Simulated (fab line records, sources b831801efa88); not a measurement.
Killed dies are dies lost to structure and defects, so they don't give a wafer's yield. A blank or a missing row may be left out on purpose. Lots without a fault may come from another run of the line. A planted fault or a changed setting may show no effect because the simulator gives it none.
fab line records | flow gf180mcu
record lots=24 wafers=72 last_day=34
route steps=602 shown MVSD@73 HV_LDD@208 SALICIDE@283 MIM@514 V5@565
lots that met no fault: from a run of the same line without faults
start_h: hours from the record's first day to the start of the lot's first wafer shown | wait_h: hours since the lot's step before | " the same as in the row above | L1.1+2: a row that stands for several wafers | - no value, or no start given | * or withheld: withheld | < > ~ a bound
route shown NAME@n: a module of which the file shows steps, and the number in the route of the first | usual: mean/standard deviation of fault-free wafers | same: alike in all rows | chamber/n: place in a boat | sites: the reading at each site | _std_site: their standard deviation | _edge_site: outer sites' mean less inner sites' | radius_mm: how far each site lies from the wafer's centre | mask NAME#n: copy n | behind: the tool/chamber that last shaped the wafer | hold: why the lot was held/for how many hours/how that ended | device: the transistor (n, p or np) that didn't switch | end of line: the same wafers' tests at the end of the route | a step without rows: its recipe alone | killed: dies lost to structure and defects at the first sort, not the wafer's yield | map: a wafer's dies, x killed, . not, _ none there
set.NAME: the setting as run; set.NAME@STEP: as run at that earlier step | model.NAME: the simulator's own value behind a step, which no gauge read
steps of the route over a sample of lots; a table a step, a row a wafer
services: from which hour (start_h, from the record's first day; less than 0 if before it) a tool's chamber was out of use, for how many hours, and why
## steps
# step GF_MVSD_OVL_MEAS_07
# usual MVSD_OVL=-0.4/1.1
# columns lot.wafer tool chamber start_h wait_h MVSD_OVL[nm]
L074.2 overlay-01 - 81.15 - -0.1
L074.3 " - " " 0.5
L074.5 " - " " -0.3
L075.2 overlay-01 - 90.38 - 0.8
L075.3 " - " " -0.5
L075.5 " - " " 0.6
L076.1 overlay-01 - 97.92 - -0.3
L076.2 " - " " -2.2
L076.6 " - " " -0.6
L077.1 overlay-02 - 100.87 - -1.5
L077.2 " - " " -1.0
L077.3 " - " " -2.1
L078.1 overlay-02 - 107.24 - -1.0
L078.2 " - " " -0.3
L078.3 " - " " 1.2
L079.2 overlay-02 - 110.23 - -1.3
L079.3 " - " " -1.5
L079.6 " - " " -2.1
L080.1 overlay-02 - 116.79 - 1.0
L080.2 " - " " 1.3
L080.4 " - " " 1.2
L081.1 overlay-01 - 124.97 - 0.0
L081.5 " - " " -0.5
L081.6 " - " " 0.2
L082.3 overlay-01 - 129.68 - 0.0
L082.4 " - " " -0.1
L082.5 " - " " -0.5
L083.1 overlay-02 - 134.01 - -2.0
L083.3 " - " " -1.7
L083.6 " - " " -1.6
L084.1 overlay-01 - 142.29 - -0.4
L084.2 " - " " -0.5
L084.4 " - " " -2.8
L085.2 overlay-01 - 146.60 - -0.1
L085.5 " - " " -1.2
L085.6 " - " " -0.1
L086.1 overlay-01 - 151.52 - -0.8
L086.3 " - " " -0.7
L086.6 " - " " -0.1
L087.3 overlay-02 - 159.13 - 2.0
L087.4 " - " " 0.2
L087.5 " - " " 1.7
L088.3 overlay-01 - 164.20 - -0.7
L088.4 " - " " 0.7
L088.5 " - " " -0.2
L089.1 overlay-02 - 169.82 - 0.1
L089.2 " - " " 0.0
L089.3 " - " " 0.2
L090.3 overlay-01 - 177.08 - -0.3
L090.5 " - " " -1.9
L090.6 " - " " -1.0
L091.2 overlay-01 - 181.32 - 0.2
L091.3 " - " " 0.2
L091.4 " - " " -0.8
L092.2 overlay-01 - 187.02 - -0.9
L092.5 " - " " -1.9
L092.6 " - " " -2.8
L093.2 overlay-02 - 192.47 - -0.8
L093.3 " - " " -0.6
L093.5 " - " " -1.5
L094.2 overlay-02 - 197.90 - 0.8
L094.3 " - " " -0.9
L094.4 " - " " 0.6
L095.2 overlay-02 - 203.72 - -1.5
L095.4 " - " " -1.9
L095.6 " - " " -2.5
L096.3 overlay-02 - 209.08 - -0.3
L096.5 " - " " -0.1
L096.6 " - " " -0.2
L097.1 overlay-02 - 216.52 - 0.6
L097.2 " - " " -0.7
L097.4 " - " " -1.2
# step GF_HV_LDD_OVL_MEAS_32
# usual HV_LDD_02_OVL=0.4/1.3
# columns lot.wafer tool chamber start_h wait_h HV_LDD_02_OVL[nm]
L074.2 overlay-01 - 251.31 0.1 -0.4
L074.3 " - " " 0.4
L074.5 " - " " -1.3
L075.2 overlay-02 - 265.39 0.1 1.1
L075.3 " - " " 1.8
L075.5 " - " " 1.0
L076.1 overlay-02 - 281.20 0.1 0.5
L076.2 " - " " 0.2
L076.6 " - " " 0.2
L077.1 overlay-01 - 283.29 0.1 0.6
L077.2 " - " " 1.9
L077.3 " - " " 1.0
L078.1 overlay-02 - 294.64 0.1 -0.4
L078.2 " - " " 0.4
L078.3 " - " " -0.3
L079.2 overlay-02 - 294.94 0.1 2.4
L079.3 " - " " 2.4
L079.6 " - " " 2.2
L080.1 overlay-02 - 307.24 0.1 0.5
L080.2 " - " " 0.8
L080.4 " - " " -0.3
L081.1 overlay-02 - 316.79 0.1 1.3
L081.5 " - " " 1.0
L081.6 " - " " 1.6
L082.3 overlay-01 - 321.01 0.1 -1.1
L082.4 " - " " 0.4
L082.5 " - " " -0.9
L083.1 overlay-02 - 322.94 0.1 -0.2
L083.3 " - " " 2.5
L083.6 " - " " 1.8
L084.1 overlay-01 - 332.24 0.1 0.6
L084.2 " - " " -0.8
L084.4 " - " " 0.9
L085.2 overlay-02 - 339.41 0.1 -0.8
L085.5 " - " " 0.8
L085.6 " - " " -0.8
L086.1 overlay-01 - 346.63 0.1 -2.8
L086.3 " - " " -3.3
L086.6 " - " " -2.6
L087.3 overlay-02 - 354.86 0.1 1.5
L087.4 " - " " 1.8
L087.5 " - " " 0.9
L088.3 overlay-01 - 363.39 0.1 0.8
L088.4 " - " " 0.7
L088.5 " - " " 2.2
L089.1 overlay-01 - 368.15 0.1 -1.0
L089.2 " - " " -1.6
L089.3 " - " " -2.2
L090.3 overlay-01 - 379.11 0.1 1.6
L090.5 " - " " 0.0
L090.6 " - " " -0.3
L091.2 overlay-02 - 385.56 0.1 1.3
L091.3 " - " " 1.4
L091.4 " - " " 0.8
L092.2 overlay-02 - 389.85 0.1 1.5
L092.5 " - " " 0.1
L092.6 " - " " -1.6
L093.2 overlay-01 - 396.45 0.1 0.5
L093.3 " - " " 0.4
L093.5 " - " " 1.4
L094.2 overlay-02 - 402.39 0.1 1.1
L094.3 " - " " -0.3
L094.4 " - " " 1.1
L095.2 overlay-01 - 416.19 0.1 0.6
L095.4 " - " " 0.2
L095.6 " - " " -0.7
L096.3 overlay-01 - 421.06 0.1 -0.5
L096.5 " - " " 0.6
L096.6 " - " " -0.3
L097.1 overlay-01 - 434.28 0.1 -1.0
L097.2 " - " " -0.7
L097.4 " - " " 0.4
# step GF_SALICIDE_THK_MEAS_05
# recipe thk_meas_gauge=xrf reads=TiN_of_SALICIDE_SPUTTER_03
# usual SALICIDE_TIN_THK=20.04/0.27
# columns lot.wafer tool chamber start_h wait_h SALICIDE_TIN_THK[nm]
L074.2 film_metro-02 - 338.30 0.1 20.33
L074.3 " - " " 20.48
L074.5 " - " " 20.50
L075.2 film_metro-02 - 354.46 0.1 20.17
L075.3 " - " " 20.02
L075.5 " - " " 20.26
L076.1 film_metro-01 - 370.66 0.1 19.64
L076.2 " - " " 19.89
L076.6 " - " " 20.05
L077.1 film_metro-02 - 371.88 0.1 20.50
L077.2 " - " " 20.58
L077.3 " - " " 20.58
L078.1 film_metro-01 - 387.15 0.1 20.32
L078.2 " - " " 20.16
L078.3 " - " " 20.17
L079.2 film_metro-01 - 388.77 0.1 19.91
L079.3 " - " " 20.09
L079.6 " - " " 19.85
L080.1 film_metro-04 - 400.70 0.1 20.07
L080.2 " - " " 20.30
L080.4 " - " " 19.65
L081.1 film_metro-04 - 411.83 0.1 19.94
L081.5 " - " " 20.14
L081.6 " - " " 20.40
L082.3 film_metro-02 - 415.95 0.1 19.92
L082.4 " - " " 20.01
L082.5 " - " " 20.08
L083.1 film_metro-04 - 418.38 0.1 19.62
L083.3 " - " " 19.91
L083.6 " - " " 19.97
L084.1 film_metro-02 - 428.38 0.1 20.13
L084.2 " - " " 20.30
L084.4 " - " " 20.35
L085.2 film_metro-04 - 437.38 0.1 19.86
L085.5 " - " " 19.84
L085.6 " - " " 20.03
L086.1 film_metro-01 - 444.56 0.1 19.93
L086.3 " - " " 19.65
L086.6 " - " " 20.08
L087.3 film_metro-02 - 453.84 0.1 20.02
L087.4 " - " " 20.15
L087.5 " - " " 19.96
L088.3 film_metro-01 - 464.79 0.1 20.01
L088.4 " - " " 19.99
L088.5 " - " " 19.87
L089.1 film_metro-04 - 468.08 0.1 20.12
L089.2 " - " " 20.01
L089.3 " - " " 19.82
L090.3 film_metro-01 - 480.47 0.1 19.61
L090.5 " - " " 19.35
L090.6 " - " " 19.70
L091.2 film_metro-01 - 487.39 0.1 19.77
L091.3 " - " " 19.80
L091.4 " - " " 19.60
L092.2 film_metro-02 - 491.18 0.1 20.00
L092.5 " - " " 20.10
L092.6 " - " " 19.88
L093.2 film_metro-01 - 496.81 0.1 20.20
L093.3 " - " " 20.10
L093.5 " - " " 20.09
L094.2 film_metro-02 - 503.36 0.1 20.06
L094.3 " - " " 20.25
L094.4 " - " " 20.16
L095.2 film_metro-04 - 516.34 0.1 20.39
L095.4 " - " " 20.46
L095.6 " - " " 20.77
L096.3 film_metro-04 - 523.21 0.1 20.31
L096.5 " - " " 20.43
L096.6 " - " " 20.08
L097.1 film_metro-01 - 535.73 0.1 19.85
L097.2 " - " " 19.88
L097.4 " - " " 19.56
# step GF_SALICIDE_RTA_08
# recipe temp_c=800 time_s=30 ambient=N2
# usual lamp_power_pct=16.3/1.2 wafer_temp_C_max=804.8/1.6
# columns lot.wafer tool chamber start_h wait_h lamp_power_pct wafer_temp_C_max
L074.2 rtp_anneal-01 0 338.56 0.0 15.3 806.9
L074.3 " 0 " " 15.3 806.6
L074.5 " 0 " " 15.3 807.2
L075.2 rtp_anneal-02 0 354.72 0.0 17.8 802.6
L075.3 " 0 " " 17.8 802.9
L075.5 " 0 " " 17.8 802.7
L076.1 rtp_anneal-01 0 370.91 0.0 15.3 805.1
L076.2 " 0 " " 15.3 803.9
L076.6 " 0 " " 15.3 809.1
L077.1 rtp_anneal-01 0 372.13 0.0 15.3 805.2
L077.2 " 0 " " 15.3 806.9
L077.3 " 0 " " 15.3 805.8
L078.1 rtp_anneal-01 0 387.41 0.0 15.3 805.5
L078.2 " 0 " " 15.3 807.9
L078.3 " 0 " " 15.2 805.4
L079.2 rtp_anneal-02 0 389.02 0.0 17.8 804.1
L079.3 " 0 " " 17.8 804.1
L079.6 " 0 " " 17.8 803.9
L080.1 rtp_anneal-01 0 400.96 0.0 15.3 805.2
L080.2 " 0 " " 15.3 805.4
L080.4 " 0 " " 15.3 809.0
L081.1 rtp_anneal-02 0 412.08 0.0 17.8 803.1
L081.5 " 0 " " 17.8 804.1
L081.6 " 0 " " 17.8 803.4
L082.3 rtp_anneal-02 0 416.21 0.0 17.8 803.2
L082.4 " 0 " " 17.7 803.9
L082.5 " 0 " " 17.7 803.6
L083.1 rtp_anneal-02 0 418.63 0.0 17.8 803.1
L083.3 " 0 " " 17.8 802.4
L083.6 " 0 " " 17.8 802.0
L084.1 rtp_anneal-01 0 428.63 0.0 15.3 805.2
L084.2 " 0 " " 15.3 806.7
L084.4 " 0 " " 15.3 803.6
L085.2 rtp_anneal-01 0 437.65 0.0 15.3 805.2
L085.5 " 0 " " 15.3 805.0
L085.6 " 0 " " 15.3 807.4
L086.1 rtp_anneal-02 0 444.82 0.0 17.7 802.6
L086.3 " 0 " " 17.8 803.8
L086.6 " 0 " " 17.8 803.2
L087.3 rtp_anneal-01 0 454.11 0.0 15.3 807.0
L087.4 " 0 " " 15.3 806.7
L087.5 " 0 " " 15.3 805.2
L088.3 rtp_anneal-02 0 465.06 0.0 17.8 804.5
L088.4 " 0 " " 17.8 802.4
L088.5 " 0 " " 17.8 803.6
L089.1 rtp_anneal-01 0 468.35 0.0 15.3 807.0
L089.2 " 0 " " 15.3 805.0
L089.3 " 0 " " 15.3 804.6
L090.3 rtp_anneal-01 0 480.74 0.0 15.3 803.6
L090.5 " 0 " " 15.3 804.3
L090.6 " 0 " " 15.3 806.1
L091.2 rtp_anneal-01 0 487.66 0.0 15.3 806.3
L091.3 " 0 " " 15.3 806.1
L091.4 " 0 " " 15.3 804.5
L092.2 rtp_anneal-02 0 491.43 0.0 17.7 803.7
L092.5 " 0 " " 17.8 803.6
L092.6 " 0 " " 17.8 804.3
L093.2 rtp_anneal-01 0 497.06 0.0 15.3 805.9
L093.3 " 0 " " 15.3 805.4
L093.5 " 0 " " 15.3 804.4
L094.2 rtp_anneal-01 0 503.63 0.0 15.3 804.8
L094.3 " 0 " " 15.3 805.1
L094.4 " 0 " " 15.3 804.8
L095.2 rtp_anneal-02 0 516.80 0.0 17.8 803.5
L095.4 " 0 " " 17.8 804.2
L095.6 " 0 " " 17.8 803.2
L096.3 rtp_anneal-01 0 523.70 0.1 15.3 805.6
L096.5 " 0 " " 15.3 805.8
L096.6 " 0 " " 15.3 805.1
L097.1 rtp_anneal-02 0 535.98 0.0 17.8 804.2
L097.2 " 0 " " 17.8 802.7
L097.4 " 0 " " 17.8 802.8
# step GF_MIM_THK_MEAS_11
# recipe thk_meas_gauge=xrf reads=AlCu_of_MIM_SPUTTER_08
# usual MIM_ALCU_THK=200.5/2.1
# columns lot.wafer tool chamber start_h wait_h MIM_ALCU_THK[nm]
L074.2 film_metro-01 - 564.02 0.1 200.2
L074.3 " - " " 197.7
L074.5 " - " " 198.1
L075.2 film_metro-02 - 577.85 0.1 201.8
L075.3 " - " " 199.8
L075.5 " - " " 200.6
L076.1 film_metro-02 - 594.00 0.1 199.8
L076.2 " - " " 200.1
L076.6 " - " " 202.0
L077.1 film_metro-03 - 594.49 0.1 200.3
L077.2 " - " " 197.8
L077.3 " - " " 201.2
L078.1 film_metro-03 - 610.70 0.1 196.6
L078.2 " - " " 200.5
L078.3 " - " " 197.8
L079.2 film_metro-01 - 612.11 0.1 199.2
L079.3 " - " " 197.2
L079.6 " - " " 199.1
L080.1 film_metro-03 - 619.22 0.1 202.7
L080.2 " - " " 202.5
L080.4 " - " " 199.8
L081.1 film_metro-02 - 631.75 0.1 201.3
L081.5 " - " " 202.4
L081.6 " - " " 199.0
L082.3 film_metro-02 - 635.42 0.1 197.5
L082.4 " - " " 196.9
L082.5 " - " " 200.2
L083.1 film_metro-02 - 637.30 0.1 201.0
L083.3 " - " " 201.2
L083.6 " - " " 198.8
L084.1 film_metro-03 - 642.50 0.1 198.3
L084.2 " - " " 198.2
L084.4 " - " " 198.2
L085.2 film_metro-02 - 652.69 0.1 201.5
L085.5 " - " " 200.1
L085.6 " - " " 201.3
L086.1 film_metro-03 - 658.61 0.1 199.5
L086.3 " - " " 195.8
L086.6 " - " " 200.0
L087.3 film_metro-01 - 663.87 0.1 199.3
L087.4 " - " " 201.5
L087.5 " - " " 200.1
L088.3 film_metro-02 - 675.25 0.1 206.6
L088.4 " - " " 205.3
L088.5 " - " " 203.9
L089.1 film_metro-02 - 678.57 0.1 202.9
L089.2 " - " " 200.1
L089.3 " - " " 200.1
L090.3 film_metro-01 - 686.67 0.1 201.2
L090.5 " - " " 198.0
L090.6 " - " " 201.4
L091.2 film_metro-03 - 695.47 0.1 202.9
L091.3 " - " " 201.1
L091.4 " - " " 201.5
L092.2 film_metro-03 - 696.43 0.1 202.8
L092.5 " - " " 199.0
L092.6 " - " " 203.5
L094.2 film_metro-03 - 703.43 0.1 199.8
L094.3 " - " " 202.4
L094.4 " - " " 203.6
L093.2 film_metro-03 - 704.12 0.1 198.8
L093.3 " - " " 199.3
L093.5 " - " " 199.5
L095.2 film_metro-03 - 718.08 0.1 201.2
L095.4 " - " " 204.2
L095.6 " - " " 204.6
L096.3 film_metro-03 - 723.32 0.1 204.5
L096.5 " - " " 202.1
L096.6 " - " " 201.8
L097.1 film_metro-02 - 731.59 0.1 201.7
L097.2 " - " " 198.5
L097.4 " - " " 198.6
# step GF_V5_THK_MEAS_25
# recipe thk_meas_gauge=xrf reads=W_of_V5_CVD_23
# usual V5_W_THK=359/4.9
# columns lot.wafer tool chamber start_h wait_h V5_W_THK[nm]
L074.2 film_metro-02 - 629.22 0.1 357
L074.3 " - " " 360
L074.5 " - " " 366
L075.2 film_metro-03 - 643.35 0.1 356
L075.3 " - " " 363
L075.5 " - " " 357
L076.1 film_metro-02 - 656.50 0.1 365
L076.2 " - " " 364
L076.6 " - " " 366
L077.1 film_metro-02 - 658.47 0.1 376
L077.2 " - " " 367
L077.3 " - " " 370
L078.1 film_metro-04 - 673.99 0.1 368
L078.2 " - " " 362
L078.3 " - " " 362
L079.2 film_metro-04 - 675.63 0.1 357
L079.3 " - " " 356
L079.6 " - " " 353
L080.1 film_metro-04 - 680.98 0.1 355
L080.2 " - " " 354
L080.4 " - " " 351
L081.1 film_metro-02 - 692.94 0.1 355
L081.5 " - " " 357
L081.6 " - " " 361
L082.3 film_metro-02 - 696.69 0.1 357
L082.4 " - " " 356
L082.5 " - " " 356
L083.1 film_metro-02 - 697.62 0.1 357
L083.3 " - " " 360
L083.6 " - " " 358
L084.1 film_metro-02 - 702.68 0.1 364
L084.2 " - " " 359
L084.4 " - " " 363
L085.2 film_metro-02 - 711.99 0.1 365
L085.5 " - " " 364
L085.6 " - " " 363
L086.1 film_metro-02 - 718.26 0.1 356
L086.3 " - " " 366
L086.6 " - " " 360
L087.3 film_metro-04 - 723.67 0.1 353
L087.4 " - " " 357
L087.5 " - " " 360
L088.3 film_metro-03 - 733.62 0.1 367
L088.4 " - " " 365
L088.5 " - " " 365
L089.1 film_metro-02 - 735.70 0.1 358
L089.2 " - " " 359
L089.3 " - " " 361
L090.3 film_metro-02 - 743.67 0.1 360
L090.5 " - " " 356
L090.6 " - " " 364
L091.2 film_metro-02 - 751.68 0.1 353
L091.3 " - " " 357
L091.4 " - " " 357
L092.2 film_metro-04 - 752.90 0.1 355
L092.5 " - " " 359
L092.6 " - " " 353
L094.2 film_metro-02 - 759.34 0.1 357
L094.3 " - " " 359
L094.4 " - " " 363
L093.2 film_metro-04 - 759.76 0.1 353
L093.3 " - " " 359
L093.5 " - " " 347
L095.2 film_metro-04 - 770.90 0.1 357
L095.4 " - " " 355
L095.6 " - " " 356
L096.3 film_metro-02 - 778.08 0.1 357
L096.5 " - " " 359
L096.6 " - " " 354
L097.1 film_metro-04 - 783.31 0.1 359
L097.2 " - " " 355
L097.4 " - " " 353
## services
# columns tool chamber start_h hours kind
rtp_anneal-01 - 446.94 4.4 pm
rtp_anneal-02 - 451.30 3.9 pm
## key
fault none
